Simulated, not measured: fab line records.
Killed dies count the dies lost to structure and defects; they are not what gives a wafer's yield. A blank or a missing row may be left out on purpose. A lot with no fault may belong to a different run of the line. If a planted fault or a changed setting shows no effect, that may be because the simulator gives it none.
fab line records	flow sky130
record: lots: 13	wafers: 39	last_day: 50
route steps=708 shown CONTACT@433 METAL4@635 VIA4@640 PASSIVATION@682 PAD_OPEN@708
lots with no fault: from the same line, run without faults
start_h: the number of hours between the record's first day and the start of the first shown wafer of the lot	wait_h: how many hours have passed since the lot's step before this one	" same as the row above	L1.1+2: one row covering several wafers at once	- value missing, or start not given	* or withheld: withheld	< > ~ a bound
route shown NAME@n: names a module that has steps shown in the file, with the first one's number in the route	usual: mean/standard deviation taken from wafers without a fault	same: alike in all rows	chamber/n: place in a boat	sites: per-site readings	_std_site: the standard deviation of these	_edge_site: mean of outer sites minus mean of inner sites	radius_mm: for every site, how far away it sits from the centre of the wafer	mask NAME#n: copy n	behind: the last tool/chamber to shape the wafer	hold: cause of the lot's hold/its duration in hours/its outcome	device: the transistor (n, p or np) that didn't switch	end of line: at the end of the route, the tests of the same wafers	a step with no rows: only its recipe	killed: not the wafer's yield, but the dies lost to structure and defects at the first sort	map: a wafer's dies, marking killed ones x, the rest . and places with no die _
set.NAME: the setting as run; set.NAME@STEP: as run at that earlier step	model.NAME: the simulator's own value behind a step, which no gauge read
one table for each step of the route and one row for each wafer, over a sample of lots
services: when a tool's chamber went out of use (start_h, in hours from the record's first day, below 0 if earlier), for how many hours, and the reason
== steps ==
step: SKY_CONTACT_CMP_27
recipe: stop_on: SiO2	t_overpolish_s: 15	down_force_psi: 3.5	platen_rpm: 60	target_thk_nm: 0	pad_velocity_m_s: 0.94248
usual: motor_current_A: 11.3/1.6	overpolish_run_s: 15.000/0.0089	slurry_flow_ml_min: 150.0/0.4	time_to_endpoint_s: 82/4.4
lot.wafer	tool	chamber	start_h	wait_h	motor_current_A	overpolish_run_s	slurry_flow_ml_min	time_to_endpoint_s
L369.1	cmp-01	2	738.56	0.1	10.6	15.011	150.2	83
L369.3	"	0	"	"	11.3	15.008	149.3	73
L369.5	"	3	"	"	9.8	14.982	149.7	81
L372.4	cmp-02	2	757.62	0.2	10.6	15.002	150.5	88
L372.6	"	3	"	"	9.5	15.004	148.9	89
L372.5	"	0	"	"	14.9	14.995	150.5	82
L371.4	cmp-02	0	758.47	0.0	15.2	15.004	150.2	84
L371.2	"	3	"	"	10.0	14.991	150.2	88
L371.6	"	1	"	"	10.6	14.999	150.0	93
L373.3	cmp-01	2	762.58	0.1	10.1	14.987	149.6	82
L373.2	"	3	"	"	10.6	15.020	149.4	84
L373.6	"	2	"	"	10.4	14.993	149.7	81
L378.1	cmp-01	0	812.00	0.1	11.6	15.010	150.0	75
L378.2	"	2	"	"	10.7	14.997	149.9	79
L378.3	"	3	"	"	10.6	15.009	150.0	83
L379.4	cmp-01	0	815.90	0.0	11.5	14.998	149.5	78
L379.3	"	2	"	"	10.1	14.998	150.3	85
L379.6	"	1	"	"	11.2	14.989	150.5	78
L385.2	cmp-02	3	854.85	0.3	10.2	15.006	150.1	82
L385.6	"	3	"	"	9.9	15.012	150.0	83
L385.5	"	0	"	"	14.9	15.008	149.7	80
L386.4	cmp-02	2	860.30	0.0	10.2	14.994	149.6	84
L386.3	"	1	"	"	11.7	15.013	149.5	85
L386.6	"	2	"	"	10.0	15.006	149.4	85
L387.4	cmp-02	1	875.10	0.0	10.6	15.002	149.9	91
L387.1	"	3	"	"	9.8	14.981	150.3	86
L387.2	"	0	"	"	14.7	14.981	150.5	82
L389.3	cmp-02	1	882.56	0.0	10.9	15.001	150.0	86
L389.2	"	0	"	"	15.8	15.016	149.8	83
L389.5	"	2	"	"	10.2	15.002	149.6	90
L390.2	cmp-01	3	891.45	0.1	10.5	15.007	149.2	84
L390.1	"	2	"	"	10.2	15.018	150.7	78
L390.6	"	0	"	"	11.4	15.001	149.7	75
L391.2	cmp-01	2	898.64	0.0	10.1	15.014	149.9	80
L391.6	"	2	"	"	10.2	15.013	149.9	81
L391.5	"	3	"	"	10.4	15.002	150.2	84
L392.4	cmp-01	3	904.41	0.1	10.8	14.986	150.0	86
L392.1	"	1	"	"	11.6	14.999	150.3	78
L392.5	"	2	"	"	10.1	15.021	150.9	84
step: SKY_METAL4_STRIP_19
recipe: chemistry: O2/N2	power_w: 1400	pressure_mtorr: 1500	platen_temp_c: withheld	o2_flow_sccm: 3000	n2_flow_sccm: 300	overash_fraction: 0.5
usual: drypump_motor_current_A: 6.0/0.44	o2_flow_sccm: 2999/8.5	oes_product_au: 0.503/0.0053	strip_time_to_endpoint_s: 6.56/0.057
lot.wafer	tool	chamber	start_h	wait_h	drypump_motor_current_A	o2_flow_sccm	oes_product_au	rf_hours_counter_h	strip_time_to_endpoint_s
L369.1	plasma_asher-03	0	978.95	0.1	6.6	2999	0.505	24	6.57
L369.3	"	0	"	"	6.6	2996	0.499	-	6.54
L369.5	"	0	"	"	6.6	3000	0.511	-	6.57
L372.4	plasma_asher-04	0	996.81	0.1	5.5	2985	0.508	-	6.53
L372.5	"	0	"	"	5.5	2989	0.502	-	6.53
L372.6	"	1	"	"	5.4	2993	0.513	-	6.53
L371.2	plasma_asher-03	0	998.08	0.1	6.6	2988	0.495	26	6.57
L371.4	"	1	"	"	6.3	3010	0.506	-	6.60
L371.6	"	1	"	"	6.3	3001	0.500	-	6.57
L373.2	plasma_asher-04	0	1000.98	0.1	5.5	3016	0.507	89	6.52
L373.3	"	1	"	"	5.4	2996	0.506	-	6.61
L373.6	"	0	"	"	5.5	3008	0.496	-	6.48
L378.1	plasma_asher-02	0	1045.29	0.3	6.2	2983	0.506	121	6.62
L378.2	"	1	"	"	6.0	2994	0.509	121	6.63
L378.3	"	0	"	"	6.2	2997	0.507	-	6.61
L379.3	plasma_asher-03	0	1047.29	0.3	6.6	3005	0.503	-	6.50
L379.4	"	1	"	"	6.3	3002	0.493	-	6.50
L379.6	"	1	"	"	6.4	3007	0.499	-	6.44
L385.2	plasma_asher-02	1	1079.45	0.3	6.0	2999	0.501	1	6.58
L385.5	"	1	"	"	6.0	2997	0.503	-	6.59
L385.6	"	0	"	"	6.2	2998	0.498	-	6.63
L386.3	plasma_asher-03	0	1083.94	0.1	6.6	2993	0.500	-	6.55
L386.4	"	1	"	"	6.3	3008	0.515	-	6.58
L386.6	"	1	"	"	6.3	3006	0.497	-	6.56
L387.1	plasma_asher-02	1	1094.70	0.1	6.0	3014	0.509	3	6.51
L387.2	"	0	"	"	6.2	2996	0.504	3	6.50
L387.4	"	0	"	"	6.2	2989	0.496	-	6.57
L389.2	plasma_asher-03	0	1101.85	0.1	6.6	2997	0.503	36	6.48
L389.3	"	1	"	"	6.3	3012	0.497	-	6.50
L389.5	"	1	"	"	6.3	3007	0.502	-	6.56
L390.1	plasma_asher-04	0	1110.14	0.1	5.5	3007	0.497	100	6.50
L390.2	"	1	"	"	5.4	2996	0.503	100	6.48
L390.6	"	1	"	"	5.4	2996	0.498	-	6.51
L391.2	plasma_asher-04	0	1115.06	0.1	5.5	3001	0.495	101	6.56
L391.5	"	1	"	"	5.4	3002	0.506	-	6.54
L391.6	"	0	"	"	5.5	2992	0.496	-	6.51
L392.1	plasma_asher-02	0	1119.40	0.1	6.2	3021	0.508	5	6.58
L392.4	"	1	"	"	6.0	3009	0.508	-	6.55
L392.5	"	1	"	"	6.0	3006	0.506	-	6.62
step: SKY_VIA4_THK_MEAS_01
recipe: reads: SiO2_of_VIA4_HDPCVD_00
usual: VIA4_HDPCVD_THK: 1752/18
lot.wafer	tool	chamber	start_h	wait_h	VIA4_HDPCVD_THK[nm]
L369.1	film_metro-01	-	980.06	0.1	1741
L369.3	"	-	"	"	1684
L369.5	"	-	"	"	1722
L372.4	film_metro-03	-	997.59	0.0	1764
L372.5	"	-	"	"	1759
L372.6	"	-	"	"	1765
L371.2	film_metro-02	-	998.87	0.1	1743
L371.4	"	-	"	"	1755
L371.6	"	-	"	"	1736
L373.2	film_metro-03	-	1001.79	0.1	1765
L373.3	"	-	"	"	1768
L373.6	"	-	"	"	1742
L378.1	film_metro-01	-	1046.10	0.1	1769
L378.2	"	-	"	"	1765
L378.3	"	-	"	"	1744
L379.3	film_metro-03	-	1048.05	0.1	1737
L379.4	"	-	"	"	1750
L379.6	"	-	"	"	1747
L385.2	film_metro-03	-	1080.23	0.1	1739
L385.5	"	-	"	"	1752
L385.6	"	-	"	"	1732
L386.3	film_metro-03	-	1084.71	0.1	1728
L386.4	"	-	"	"	1728
L386.6	"	-	"	"	1753
L387.1	film_metro-03	-	1095.53	0.1	1782
L387.2	"	-	"	"	1740
L387.4	"	-	"	"	1734
L389.2	film_metro-03	-	1102.67	0.1	1781
L389.3	"	-	"	"	1767
L389.5	"	-	"	"	1765
L390.1	film_metro-02	-	1111.02	0.1	1757
L390.2	"	-	"	"	1783
L390.6	"	-	"	"	1784
L391.2	film_metro-03	-	1115.91	0.1	1734
L391.5	"	-	"	"	1717
L391.6	"	-	"	"	1723
L392.1	film_metro-03	-	1120.35	0.1	1770
L392.4	"	-	"	"	1771
L392.5	"	-	"	"	1768
step: SKY_PASSIVATION_THK_MEAS_01
recipe: reads: SiO2_of_PASSIVATION_CVD_00
usual: PASSIVATION_CVD_00_THK: 89.9/1.2
lot.wafer	tool	chamber	start_h	wait_h	PASSIVATION_CVD_00_THK[nm]
L369.1	film_metro-02	-	1028.97	-	88.6
L369.3	"	-	"	"	89.5
L369.5	"	-	"	"	90.0
L372.4	film_metro-04	-	1045.96	-	90.7
L372.5	"	-	"	"	92.0
L372.6	"	-	"	"	91.4
L371.2	film_metro-01	-	1046.91	-	89.2
L371.4	"	-	"	"	89.8
L371.6	"	-	"	"	91.3
L373.2	film_metro-04	-	1049.02	-	89.4
L373.3	"	-	"	"	88.9
L373.6	"	-	"	"	90.0
L378.1	film_metro-04	-	1091.40	-	89.7
L378.2	"	-	"	"	89.9
L378.3	"	-	"	"	90.3
L379.3	film_metro-02	-	1094.54	-	88.8
L379.4	"	-	"	"	89.8
L379.6	"	-	"	"	90.6
L385.2	film_metro-01	-	1122.56	-	90.0
L385.5	"	-	"	"	92.9
L385.6	"	-	"	"	91.3
L386.3	film_metro-04	-	1126.56	-	90.1
L386.4	"	-	"	"	91.6
L386.6	"	-	"	"	91.6
L387.1	film_metro-02	-	1138.73	-	88.1
L387.2	"	-	"	"	87.9
L387.4	"	-	"	"	89.3
L389.2	film_metro-02	-	1143.81	-	88.8
L389.3	"	-	"	"	89.2
L389.5	"	-	"	"	90.3
L390.1	film_metro-01	-	1151.55	-	89.9
L390.2	"	-	"	"	89.4
L390.6	"	-	"	"	89.6
L391.2	film_metro-02	-	1156.39	-	88.7
L391.5	"	-	"	"	91.1
L391.6	"	-	"	"	91.8
L392.1	film_metro-02	-	1160.75	-	89.3
L392.4	"	-	"	"	88.6
L392.5	"	-	"	"	91.5
step: SKY_PAD_OPEN_PROBE_99
usual: killed_at_M0_to_M3: 44/7.1	killed_at_M4_up: 3/1.6	killed_at_contacts: 24/5.4	killed_at_front_end: 15/4.7	killed_at_other: 0.3/0.51	killed_dies: 87/9.9	killed_on_rim: 17/4	killed_open: 48/7.6	killed_short: 39/6.3
same: gross_dies: 492	killed_at_back_side: 0
lot.wafer	tool	chamber	start_h	wait_h	killed_at_M0_to_M3	killed_at_M4_up	killed_at_contacts	killed_at_front_end	killed_at_other	killed_dies	killed_on_rim	killed_open	killed_short
L378.1	prober-01	-	1134.20	0.1	43	1	147	8	1	200	45	43	37
L378.2	prober-01	-	1134.25	0.1	43	5	135	10	0	193	36	42	34
L378.3	prober-01	-	1134.30	0.2	46	4	138	13	0	201	39	51	36
L379.3	prober-02	-	1136.34	0.2	38	0	125	8	0	171	36	31	37
L379.4	prober-02	-	1136.39	0.2	40	7	137	20	1	205	32	57	32
L379.6	prober-02	-	1136.49	0.2	35	5	119	12	0	171	31	35	35
killed by level:class
L378.1 CONTACT:unspecified=120 VIA1:geometric_particle:open=12 METAL1:geometric_particle:short=8 LI_CONTACT:geometric_particle:open=7 CONTACT:geometric_particle:open=6 METAL2:geometric_particle:short=5 LOCAL_INTERCONNECT:geometric_particle:short=5 CONTACT:geometric_particle:short=5
L378.2 CONTACT:unspecified=117 VIA1:geometric_particle:open=14 VIA2:geometric_particle:open=8 CONTACT:geometric_particle:open=6 LI_CONTACT:geometric_particle:short=5 VIA1:geometric_particle:short=5 METAL2:geometric_particle:short=5 METAL4:geometric_particle:short=4
L378.3 CONTACT:unspecified=114 VIA1:geometric_particle:open=14 CONTACT:geometric_particle:open=9 VIA2:geometric_particle:open=7 CONTACT:geometric_particle:short=5 VIA1:geometric_particle:short=5 VIA3:geometric_particle:open=5 FIELD_ISO:geometric_particle:open=4
L379.3 CONTACT:unspecified=103 CONTACT:geometric_particle:short=9 VIA3:geometric_particle:open=8 VIA2:geometric_particle:open=7 METAL1:geometric_particle:short=6 CONTACT:geometric_particle:open=5 METAL3:geometric_particle:short=5 VIA1:geometric_particle:open=4
L379.4 CONTACT:unspecified=116 VIA1:geometric_particle:open=16 CONTACT:geometric_particle:open=11 VIA1:geometric_particle:short=8 FIELD_ISO:geometric_particle:open=5 POLY_GATE:geometric_particle:open=5 LI_CONTACT:geometric_particle:open=5 VIA2:geometric_particle:open=5
L379.6 CONTACT:unspecified=101 VIA1:geometric_particle:open=8 VIA2:geometric_particle:open=7 LOCAL_INTERCONNECT:geometric_particle:short=6 FIELD_ISO:geometric_particle:open=5 METAL1:geometric_particle:short=5 VIA3:geometric_particle:open=5 LI_CONTACT:geometric_particle:open=4
== services ==
tool	chamber	start_h	hours	kind
cmp-02	-	716.21	0.9	repair
plasma_asher-03	-	733.75	9.0	pm
cmp-01	-	744.06	4.0	pm
cmp-01	-	763.54	4.0	pm
cmp-02	-	801.90	0.3	repair
cmp-01	-	839.18	0.9	repair
cmp-01	-	850.44	7.2	pm
cmp-02	-	869.08	0.5	repair
cmp-02	-	885.63	1.4	repair
plasma_asher-04	-	888.44	2.3	repair
cmp-02	-	912.22	4.0	pm
cmp-02	-	919.57	0.5	repair
plasma_asher-02	-	923.70	1.6	repair
plasma_asher-02	-	923.72	0.9	repair
cmp-02	-	942.08	4.7	pm
plasma_asher-03	-	961.75	1.2	repair
cmp-01	-	972.65	0.3	repair
cmp-01	-	979.39	1.0	repair
cmp-01	-	983.17	1.5	repair
cmp-02	-	1014.10	1.8	repair
cmp-02	-	1047.34	5.1	pm
cmp-02	-	1082.84	0.9	repair
cmp-01	-	1084.06	4.0	pm
cmp-01	-	1117.62	0.9	repair
== key ==
first_sign: step: SKY_PAD_OPEN_PROBE_99	reading: killed_at_contacts	direction: up	sigmas: 20	usual: 24	struck: 134
effect: step: SKY_PAD_OPEN_PROBE_99	reading: killed_dies	direction: up	sigmas: 10	usual: 87	struck: 190
met_at SKY_CONTACT_CMP_27
struck_lots L378,L379
tester_left_out L378,L379
not_acting_at SKY_METAL4_STRIP_19,SKY_VIA4_THK_MEAS_01,SKY_PASSIVATION_THK_MEAS_01
onset_between 762.58 812.00
fault: kind: chamber_particle_source	tool: cmp-01	chamber: -	onset_h: 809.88	steps: SKY_CONTACT_CMP_27	rate_per_visit_cm2: 0.53926	end_h: 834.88
tester_left_out: of these lots the tester's yield and bins aren't shown, on N5 and GAA mostly nor the transistor test; their killed dies are dies lost to structure and defects alone, not to doping, threshold or leakage, so they don't give the yield
